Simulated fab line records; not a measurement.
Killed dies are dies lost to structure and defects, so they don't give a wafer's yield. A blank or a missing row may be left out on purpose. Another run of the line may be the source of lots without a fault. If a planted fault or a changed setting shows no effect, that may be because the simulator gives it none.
Chamber matching | flow sky130 | SKY_POLY_GATE_ETCH_16 on rieDiel-01 has 4 sister chambers
The step etches Si3N4 in CH3F/O2, stops on poly-Si, time 147.5 s, target depth 75 nm. 8 wafers are shown with their chamber, then 7 later ones without.

== EACH WAFER AND ITS CHAMBER ==
wafer  | chamber | O2_flow_sccm (sccm) | oesProductAu (a.u.)
L294.1 | 1       | 29.83               | 0.649
L294.3 | 0       | 30.12               | 0.642
L295.2 | 3       | 30.03               | 0.645
L295.6 | 0       | 29.98               | 0.644
L304.3 | 3       | 30.03               | 0.638
L304.5 | 2       | 30.03               | 0.642
L306.2 | 1       | 29.98               | 0.647
L306.5 | 2       | 29.93               | 0.636

== WAFERS WITHOUT THEIR CHAMBER ==
wafer  | O2_flow_sccm (sccm) | oesProductAu (a.u.)
L306.6 | 29.89               | 0.640
L312.1 | 30.04               | 0.631
L312.3 | 30.08               | 0.641
L312.4 | 30.03               | 0.636
L313.3 | 29.93               | 0.638
L313.4 | 30.03               | 0.646
L313.5 | 29.95               | 0.639

== CHAMBER TAKEN BY EACH ==
wafer  | from the rows above               | in truth
L306.6 | can't be placed: 2 or 3 or 0 or 1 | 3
L312.1 | can't be placed: 2 or 3 or 0      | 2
L312.3 | can't be placed: 3 or 0 or 2      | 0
L312.4 | can't be placed: 2 or 3 or 0      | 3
L313.3 | can't be placed: 2 or 3 or 0      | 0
L313.4 | can't be placed: 0 or 3 or 1 or 2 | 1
L313.5 | can't be placed: 2 or 3 or 0      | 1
Correctly placed: 0 of 7. From these rows, 7 cannot be placed; in 6 the true chamber is one of the candidates. Wrongly placed: 0.
How it was worked out, from the rows above alone: a wafer's distance from a chamber is the root of the sum, over the readings, of the square of ((its reading less the chamber's mean) divided by the reading's scatter). If the next closest chamber is less than 2 further off than the closest, the wafer can't be placed; otherwise it belongs to the closest. A chamber's mean is the mean of its shown wafers. How the scatter is found: for the shown wafers, subtract from each reading the mean of its chamber, square and add these, divide the total by (wafers less chambers), then take the root.
